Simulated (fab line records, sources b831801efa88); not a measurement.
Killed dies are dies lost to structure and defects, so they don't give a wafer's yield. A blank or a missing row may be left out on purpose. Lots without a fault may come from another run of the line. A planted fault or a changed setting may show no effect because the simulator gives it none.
Chamber matching | flow gf180mcu | GF_CONTACT_CMP_27 on cmp-01: 4 sister chambers
The step polishes, stops on SiO2, t overpolish 15 s, target thk 0 nm. 14 wafers are shown with their chamber, then 7 later ones without.

WAFERS WITH THEIR CHAMBER
wafer  | chamber | motor_current_A (A) | time_to_endpoint_s (s) | edge_zone_pressure_frac
L762.1 | 0       | 11.8                | 70                     | 1.003
L762.4 | 1       | 12.7                | 74                     | 1.001
L762.6 | 0       | 11.3                | 73                     | 0.993
L770.1 | 3       | 8.9                 | 78                     | 1.002
L770.4 | 2       | 10.3                | 79                     | 0.997
L770.5 | 3       | 9.3                 | 73                     | 1.002
L772.1 | 2       | 10.5                | 79                     | 1.005
L772.3 | 3       | 9.6                 | 75                     | 0.996
L772.6 | 0       | 11.0                | 76                     | 0.999
L780.2 | 3       | 9.3                 | 75                     | 1.000
L780.5 | 1       | 12.8                | 75                     | 1.006
L780.6 | 2       | 10.5                | 73                     | 1.005
L782.2 | 0       | 11.7                | 75                     | 1.004
L782.3 | 1       | 12.4                | 78                     | 1.001

SIGNATURES (means of the wafers above)
reading                 | chamber 0 | chamber 1 | chamber 2 | chamber 3 | scatter within a chamber
motor_current_A         | 11.450    | 12.633    | 10.433    | 9.275     | 0.278
time_to_endpoint_s      | 73.50     | 75.67     | 77.00     | 75.25     | 2.58
edge_zone_pressure_frac | 0.99975   | 1.00267   | 1.00233   | 1.00000   | 0.00398
Rule: a wafer's distance from a chamber is the root of the sum, over the readings, of the square of ((its reading less the chamber's mean) divided by the reading's scatter). The wafer belongs to the nearest chamber; if the next one is less than 2 further off, it can't be placed. The scatter: the root of (the sum of the squares of (reading less its chamber's mean) over the shown wafers, divided by (wafers less chambers)).

WAFERS WITHOUT THEIR CHAMBER
wafer  | motor_current_A (A) | time_to_endpoint_s (s) | edge_zone_pressure_frac
L782.5 | 9.2                 | 76                     | 1.001
L784.1 | 9.4                 | 72                     | 0.990
L784.2 | 10.3                | 79                     | 0.997
L784.5 | 9.7                 | 78                     | 1.012
L785.2 | 10.6                | 78                     | 0.997
L785.3 | 12.8                | 77                     | 1.002
L785.4 | 11.3                | 71                     | 0.996

WHICH CHAMBER EACH WENT THROUGH
wafer  | from the rows above     | in truth
L782.5 | 3                       | 3
L784.1 | 3                       | 3
L784.2 | 2                       | 2
L784.5 | can't be placed: 3 or 2 | 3
L785.2 | 2                       | 2
L785.3 | 1                       | 1
L785.4 | 0                       | 0
Placed correctly: 6 of 7. Can't be placed from these rows: 1 (the true chamber is among the candidates in 1). Placed wrongly: 0.
